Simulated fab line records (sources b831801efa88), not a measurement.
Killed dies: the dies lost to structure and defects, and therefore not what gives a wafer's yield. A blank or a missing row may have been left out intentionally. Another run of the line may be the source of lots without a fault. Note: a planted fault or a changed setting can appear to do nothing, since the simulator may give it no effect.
The same fault as seen by 2 desks | flow gf180mcu | each desk has only its own numbers; what lay behind them comes last

FOR THE TOOL OWNER'S DESK: litho_track-01
The tool's own readings at GF_TOP_METAL_COAT_09 (resist thk 1500 nm): means of the sampled wafers that have a number, for each lot that ran on this tool. If a lot's mean is further than 4 standard deviations from the usual mean, the lot is out of limits and carries the mark OUT (the distance appears in the brackets).
Columns: A = spin_speed_rpm at GF_TOP_METAL_COAT_09, usual 3000.0 rpm
lot  | first seen here | A
L963 | day 28 10:37    | 2999.0
L982 | day 33 16:11    | 3040.8 (+21) OUT
L984 | day 33 22:29    | 3036.9 (+19) OUT
This desk's finding: out of limits on L982, L984; first on L982, day 33 16:11 (spin_speed_rpm at GF_TOP_METAL_COAT_09). L963 stayed within limits.

FROM THE METROLOGY DESK
Means of the sampled wafers that have a number, per lot and without regard to the tool the lot ran on: this is what the gauges read. If a lot's mean is further than 4 standard deviations from the usual mean, the lot is out of limits and carries the mark OUT (the distance appears in the brackets).
Columns: A = V5_W_RS at GF_V5_RS_MEAS_24, usual 0.325 ohm/sq; B = V5_W_THK at GF_V5_THK_MEAS_25, usual 360 nm; C = TOP_METAL_ALCU_RS at GF_TOP_METAL_RS_MEAS_05, usual 0.0331 ohm/sq; D = TOP_METAL_ALCU_THK at GF_TOP_METAL_THK_MEAS_06, usual 879 nm; E = cd_nm at GF_TOP_METAL_CD_MEAS_14, usual 440.5 nm
lot  | first seen here | A     | B   | C      | D   | E
L962 | day 27 12:20    | 0.320 | 360 | 0.0332 | 875 | 440.4
L963 | day 28 00:28    | 0.324 | 358 | 0.0332 | 876 | 440.8
L964 | day 28 06:29    | 0.328 | 355 | 0.0332 | 878 | 439.9
L967 | day 29 04:43    | 0.323 | 365 | 0.0330 | 874 | 444.2
L982 | day 33 08:35    | 0.325 | 357 | 0.0333 | 875 | 439.2
L984 | day 33 14:20    | 0.327 | 357 | 0.0335 | 870 | 435.6
This desk's finding: nothing out of limits on any of the 6 lots.

TAKEN TOGETHER
At day 33 16:11, on L982, L984, the tool owner's desk was in a position to raise an alarm.
From the metrology desk's view, nothing was out of limits.
The metrology desk has L982, L984 on record, within its limits.
Every lot named ran GF_TOP_METAL_COAT_09 on litho_track-01.

WHAT THE SIMULATOR HAD INSERTED
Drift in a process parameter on litho_track-01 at GF_TOP_METAL_COAT_09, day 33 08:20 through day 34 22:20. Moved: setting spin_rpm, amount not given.
Shown lots that were struck: L982, L984.
Each desk's first reading out of limits, in hours after the fault started: the tool owner's desk, 8.
